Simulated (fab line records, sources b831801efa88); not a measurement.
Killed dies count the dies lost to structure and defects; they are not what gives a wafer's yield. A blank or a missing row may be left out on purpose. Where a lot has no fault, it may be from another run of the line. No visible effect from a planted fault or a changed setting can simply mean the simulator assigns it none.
2 desks looking at one fault / flow sky130 / numbers are kept per desk, each desk with only its own; the story behind them comes last

## FROM THE METROLOGY DESK
Means of the sampled wafers that have a number, per lot and without regard to the tool the lot ran on: this is what the gauges read. Marked OUT: a lot whose mean sits more than 4 standard deviations from the usual mean, which makes it out of limits; the brackets give that distance.
Columns: A = VIA3_BOW at SKY_VIA3_BOW_MEAS_03, usual 79 um
lot=L823; first seen here=day 38 22:31; A=85
lot=L824; first seen here=day 39 15:30; A=81
lot=L825; first seen here=day 39 23:58; A=81
lot=L829; first seen here=day 40 19:58; A=83
lot=L838; first seen here=day 43 07:55; A=71
lot=L839; first seen here=day 43 19:22; A=79
lot=L841; first seen here=day 45 00:22; A=81
lot=L844; first seen here=day 45 04:16; A=89
This desk's finding: nothing out of limits on any of the 8 lots.

## TOOL OWNER'S DESK, rie metal-01
The tool's own readings at SKY_METAL3_ETCH_16 (etches BARC in N2/H2, stops on SiO2, time 88.2 s, target depth 60 nm): means of the sampled wafers that have a number, for each lot that ran on this tool. Marked OUT: a lot whose mean sits more than 4 standard deviations from the usual mean, which makes it out of limits; the brackets give that distance.
Columns: A = bias w at SKY_METAL3_ETCH_16, usual 99.96 W; B = chamber pressure mTorr at SKY_METAL3_ETCH_16, usual 30.001 mTorr; C = drypump motor current A at SKY_METAL3_ETCH_16, usual 5.81 A; D = oes product au at SKY_METAL3_ETCH_16, usual 0.626 a.u.; E = throttle valve pct at SKY_METAL3_ETCH_16, usual 13.205 %
lot=L824; first seen here=day 39 14:05; A=99.69; B=29.989; C=5.72; D=0.627; E=13.215
lot=L825; first seen here=day 39 22:33; A=99.90; B=29.998; C=5.75; D=0.625; E=13.206
lot=L829; first seen here=day 40 18:00; A=99.94; B=30.005; C=5.74; D=0.627; E=13.201
lot=L839; first seen here=day 43 17:53; A=100.05; B=30.017; C=5.71; D=0.622; E=13.201
This desk's finding: nothing out of limits on any of the 4 lots.

## PUT TOGETHER
Metrology desk: nothing out of limits seen.
The desk of the tool owner found nothing out of limits.

## WHAT WAS PUT IN BY THE SIMULATOR
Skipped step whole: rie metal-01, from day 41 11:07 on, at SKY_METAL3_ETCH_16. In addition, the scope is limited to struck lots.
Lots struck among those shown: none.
